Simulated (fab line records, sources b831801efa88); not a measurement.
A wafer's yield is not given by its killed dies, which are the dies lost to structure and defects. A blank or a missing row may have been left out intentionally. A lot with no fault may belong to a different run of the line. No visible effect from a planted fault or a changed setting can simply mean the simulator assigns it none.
A single fault, viewed from 2 desks -- flow gf180mcu -- every desk sees just its own numbers, and what lay behind them comes last

METROLOGY DESK
Lot by lot, what the gauges showed, no matter which tool ran the lot: averages of those sampled wafers that carry a number. If a lot's mean is further than 4 standard deviations from the usual mean, the lot is out of limits and carries the mark OUT (the distance appears in the brackets).
Columns: A = V4_OVL at GF_V4_OVL_MEAS_15, usual -1 nm; B = V4_W_RS at GF_V4_RS_MEAS_24, usual 0.326 ohm/sq; C = V4_W_THK at GF_V4_THK_MEAS_25, usual 357 nm
lot,first seen here,A,B,C
L243,day 26 03:17,11,0.334,352
L245,day 26 14:53,1,0.326,359
L249,day 27 23:04,5,0.331,354
L250,day 28 05:29,-5,0.325,362
L260,day 30 23:56,-0,0.327,353
L259,day 31 01:26,1,0.326,352
This desk's verdict: no lot among the 6 shows anything out of limits.

AT THE TOOL OWNER'S DESK: pvd_sputter-02
The tool's own readings at GF_MIM_SPUTTER_00 (material Ti, target thk 37.5 nm, time 150 s): means of the sampled wafers that have a number, for each lot that ran on this tool. If a lot's mean is further than 4 standard deviations from the usual mean, the lot is out of limits and carries the mark OUT (the distance appears in the brackets).
Columns: A = throttle_valve_pct at GF_MIM_SPUTTER_00, usual 29.7 %
lot,first seen here,A
L243,day 26 04:41,29.5
L245,day 26 16:17,29.9
L249,day 28 00:59,29.9
L250,day 28 07:01,30.4
L260,day 31 01:21,30.4
L259,day 31 02:49,29.4
This desk's verdict: no lot among the 6 shows anything out of limits.

PUT TOGETHER
From the metrology desk's view, nothing was out of limits.
The desk of the tool owner found nothing out of limits.

WHAT THE SIMULATOR PUT IN
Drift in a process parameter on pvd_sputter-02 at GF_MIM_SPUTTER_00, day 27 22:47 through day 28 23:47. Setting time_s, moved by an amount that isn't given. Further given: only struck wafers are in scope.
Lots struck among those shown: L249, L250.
